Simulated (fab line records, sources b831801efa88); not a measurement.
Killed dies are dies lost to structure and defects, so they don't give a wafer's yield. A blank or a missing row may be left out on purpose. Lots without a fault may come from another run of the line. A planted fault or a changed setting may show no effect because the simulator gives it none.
Chamber matching | flow sky130 | SKY_CAPM_CVD_00 on pecvd-02: 3 sister chambers
The step deposits SiO2, target thk 15.5 nm. 18 wafers are shown with their chamber, then 9 later ones without.

WAFERS WITH THEIR CHAMBER
wafer  | chamber | heater_power_w (W)
L075.4 | 0       | 694
L075.5 | 1       | 687
L075.6 | 2       | 628
L079.3 | 0       | 688
L079.4 | 0       | 669
L079.5 | 1       | 700
L081.4 | 2       | 758
L081.5 | 1       | 752
L081.6 | 0       | 718
L085.1 | 2       | 787
L085.5 | 1       | 702
L085.6 | 2       | 748
L086.1 | 2       | 768
L086.3 | 1       | 815
L086.4 | 0       | 622
L087.1 | 1       | 847
L087.3 | 2       | 721
L087.6 | 2       | 740

SIGNATURES (means of the wafers above)
reading        | chamber 0 | chamber 1 | chamber 2 | scatter within a chamber
heater_power_w | 678.20    | 750.50    | 735.71    | 54
Rule: a wafer's distance from a chamber is the root of the sum, over the readings, of the square of ((its reading less the chamber's mean) divided by the reading's scatter). The wafer belongs to the nearest chamber; if the next one is less than 2 further off, it can't be placed. The scatter: the root of (the sum of the squares of (reading less its chamber's mean) over the shown wafers, divided by (wafers less chambers)).

WAFERS WITHOUT THEIR CHAMBER
wafer  | heater_power_w (W)
L090.2 | 672
L090.3 | 725
L090.5 | 667
L091.1 | 741
L091.3 | 853
L091.5 | 841
L093.1 | 852
L093.3 | 722
L093.5 | 842

WHICH CHAMBER EACH WENT THROUGH
wafer  | from the rows above          | in truth
L090.2 | can't be placed: 0 or 2 or 1 | 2
L090.3 | can't be placed: 2 or 1 or 0 | 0
L090.5 | can't be placed: 0 or 2 or 1 | 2
L091.1 | can't be placed: 2 or 1 or 0 | 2
L091.3 | can't be placed: 1 or 2 or 0 | 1
L091.5 | can't be placed: 1 or 2 or 0 | 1
L093.1 | can't be placed: 1 or 2 or 0 | 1
L093.3 | can't be placed: 2 or 1 or 0 | 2
L093.5 | can't be placed: 1 or 2 or 0 | 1
Placed correctly: 0 of 9. Can't be placed from these rows: 9 (the true chamber is among the candidates in 9). Placed wrongly: 0.
